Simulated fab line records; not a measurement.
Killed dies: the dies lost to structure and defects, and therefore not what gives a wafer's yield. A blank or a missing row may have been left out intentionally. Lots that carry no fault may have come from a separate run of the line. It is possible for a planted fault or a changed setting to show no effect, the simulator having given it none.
Problem report in the 8D (eight disciplines) form, filled by code	flow sky130	the parts of the form that need people (team, actions taken, sign-off) are left out

## 1. THE ISSUE
oesProductAu at SKY_METAL1_METAL_ETCH_19 reads a mean of 0.989 a.u. on 9 wafers of 3 lots; wafers without a fault read 0.854 a.u. with a standard deviation of 0.0055. That is +25 standard deviations from the usual mean.
The step: etches the open film in Cl2/BCl3, stops on SiO2, target depth 360 nm, time 78 s.
Seen first at day 38 18:25 on rieMetal-04, wafer L663.1. At this step, 30 wafers from 10 lots have a number in the record. By rule, "out" or "out of limits" means more than 4 standard deviations away from the usual mean. The other wafers with a number count as sound.

## 2. WHAT IT IS; WHAT IT IS NOT
question	is	is not
which readings at this step	oesProductAu, runLengthS	drypumpMotorCurrentA
which lots	L662, L663, L665	L646, L647, L648, L652, L656, L657, L669
which wafers of those lots	all that have a number	-
read on which tools	rieMetal-04	rieMetal-02, rieMetal-03
when	from day 38 18:25	up to then (18 sound wafers); but 3 sound wafers of L669 came after

## 3. WHAT RULES OUT EACH SUSPECT
Counting: any tool at a process step up to the reading is kept as a suspect provided that every lot that is out went through it and no sound lot did after the first of them.
- rieMetal-04 at SKY_METAL1_METAL_ETCH_19 (etches the open film in Cl2/BCl3, stops on SiO2, target depth 360 nm, time 78 s): kept. All lots that are out passed through it, beginning with L663 at day 38 18:25, and no sound lot followed; its final sound lot before that point was L657 at day 36 18:11. Its own oesProductAu, runLengthS readings are out on those wafers.
The count leaves rieMetal-04 at SKY_METAL1_METAL_ETCH_19.

## 4. THE CAUSE (what the simulator had put in)
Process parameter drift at SKY_METAL1_METAL_ETCH_19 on rieMetal-04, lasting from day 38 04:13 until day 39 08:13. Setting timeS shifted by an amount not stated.
The count eliminated every tool but this one.

## 5. THE EFFECT CHAIN, in route order
One row per reading whose mean, taken over the struck wafers that have a number, lies over 3 standard deviations from the usual. Only readings whose record carries a usual standard deviation are examined. hours: median over the lots of the time between each lot's start at the first step of this table that gives one and its start at this step. sigmas: the change, counted in usual standard deviations.
hours	step	reading	usual	on struck wafers	change	sigmas
0	SKY_METAL1_METAL_ETCH_19	oesProductAu	0.854 a.u.	0.989	+0.135	+25
0	SKY_METAL1_METAL_ETCH_19	runLengthS	106.4 s	95.5	-10.9	-23
0	SKY_METAL1_STRIP_20	stripTimeToEndpointS	2.70 s	3.05	+0.35	+6.3
Its process steps:
- SKY_METAL1_METAL_ETCH_19: etches the open film in Cl2/BCl3, stops on SiO2, target depth 360 nm, time 78 s.
- SKY_METAL1_STRIP_20: strips in O2/N2.
Later steps that measure or inspect, where all struck wafers having a row at the step show a number for every such reading and not one has moved that far: SKY_VIA1_RS_MEAS_22.

## 6. WHAT WOULD HAVE CAUGHT IT SOONER
In this record no reading fell out of limits until day 38 18:25, 14 hours after the fault had begun at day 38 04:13.
